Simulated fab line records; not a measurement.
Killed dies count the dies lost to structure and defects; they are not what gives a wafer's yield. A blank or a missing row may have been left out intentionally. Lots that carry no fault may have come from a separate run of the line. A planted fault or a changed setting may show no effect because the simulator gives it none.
Problem report, 8D (eight disciplines) form, completed by code    flow sky130    the parts of the form that need people (team, actions taken, sign-off) are left out

== 1. WHAT WENT WRONG ==
overpolish-run-s at SKY_VIA3_CMP_24 reads a mean of 0.038 s on 3 wafers of 2 lots; wafers without a fault read 20.001 s with a standard deviation of 0.01. That is -99 or more standard deviations from the usual mean.
The step: polishes, stops on SiO2, t overpolish 20 s, target thk 0 nm.
The first sign was on wafer L409.2 at day 43 17:56, on cmp-01. The record has a number at this step for 36 wafers belonging to 12 lots. Rule for "out" (also "out of limits"): further than 4 standard deviations from the usual mean. The other wafers with a number count as sound.

== 2. WHAT THIS IS AND IS NOT ==
question                     is                                    is not
which readings at this step  overpolish-run-s, time-to-endpoint-s  motor-current-A
which lots                   L409, L411                            L396, L397, L398, L399, L400, L401, L403, L412, L416, L418
which wafers of those lots   L409.2, L409.5, L411.2                L409.4, L411.3, L411.4
read on which tools          cmp-01                                cmp-02
when                         from day 43 17:56                     up to then (22 sound wafers); but 11 sound wafers of L411, L412, L416, L418 came after

== 3. THE SUSPECTS, EACH WITH WHAT RULES IT OUT ==
Counting: if a tool at a process step up to the reading ran every lot that is out, it stays a suspect. Sound lots after the first of them don't rule it out here, since some wafers of a struck lot are sound.
- cmp-01 at SKY_VIA3_CMP_24 (polishes, stops on SiO2, t overpolish 20 s, target thk 0 nm): kept. It ran every lot that is out, first L409 (day 43 17:56); its last sound lot up to then is L397 (day 40 04:48). Its own overpolish-run-s, time-to-endpoint-s readings are out on those wafers.
After counting, what remains is cmp-01 at SKY_VIA3_CMP_24.

== 4. THE CAUSE (what the simulator had put in) ==
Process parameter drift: cmp-01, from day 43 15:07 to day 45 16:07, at SKY_VIA3_CMP_24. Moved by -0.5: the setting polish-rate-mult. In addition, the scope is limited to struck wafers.
Only this tool survived the counting.

== 5. THE CHAIN OF EFFECTS, in route order ==
Each row: a reading whose mean over the struck wafers that have a number lies more than 3 standard deviations from the usual. Only readings whose record carries a usual standard deviation are examined. hours: median over the lots of the time between each lot's start at the first step of this table that gives one and its start at this step. sigmas: the change, counted in usual standard deviations.
hours  step                   reading               usual     on struck wafers  change   sigmas
0      SKY_VIA3_CMP_24        overpolish-run-s      20.001 s  0.038             -19.963  -99 or more
0      SKY_VIA3_CMP_24        time-to-endpoint-s    93 s      150               +57      +12
129    SKY_PAD_OPEN_PROBE_99  defect-limited-yield  82.3 %    0.0               -82.3    -43
129    SKY_PAD_OPEN_PROBE_99  killed_at_M0_to_M3    44        448               +404     +59
129    SKY_PAD_OPEN_PROBE_99  killed-dies           87        492               +405     +43
129    SKY_PAD_OPEN_PROBE_99  killed-on-rim         17        96                +79      +20
129    SKY_PAD_OPEN_PROBE_99  sort_bin_3_pad_short  0.9 %     82.2              +81.3    +99 or more
129    SKY_PAD_OPEN_PROBE_99  sort-n-pass           405       0                 -405     -43
129    SKY_PAD_OPEN_PROBE_99  sort-yield-pct        82.3 %    0.0               -82.3    -43
Here are the process steps it includes:
- SKY_VIA3_CMP_24: polishes, stops on SiO2, t overpolish 20 s, target thk 0 nm.
- SKY_PAD_OPEN_PROBE_99

== 6. HOW IT WOULD HAVE BEEN CAUGHT EARLIER ==
3 hours passed between the start of the fault at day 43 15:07 and the first reading out of limits in this record, taken at day 43 17:56.
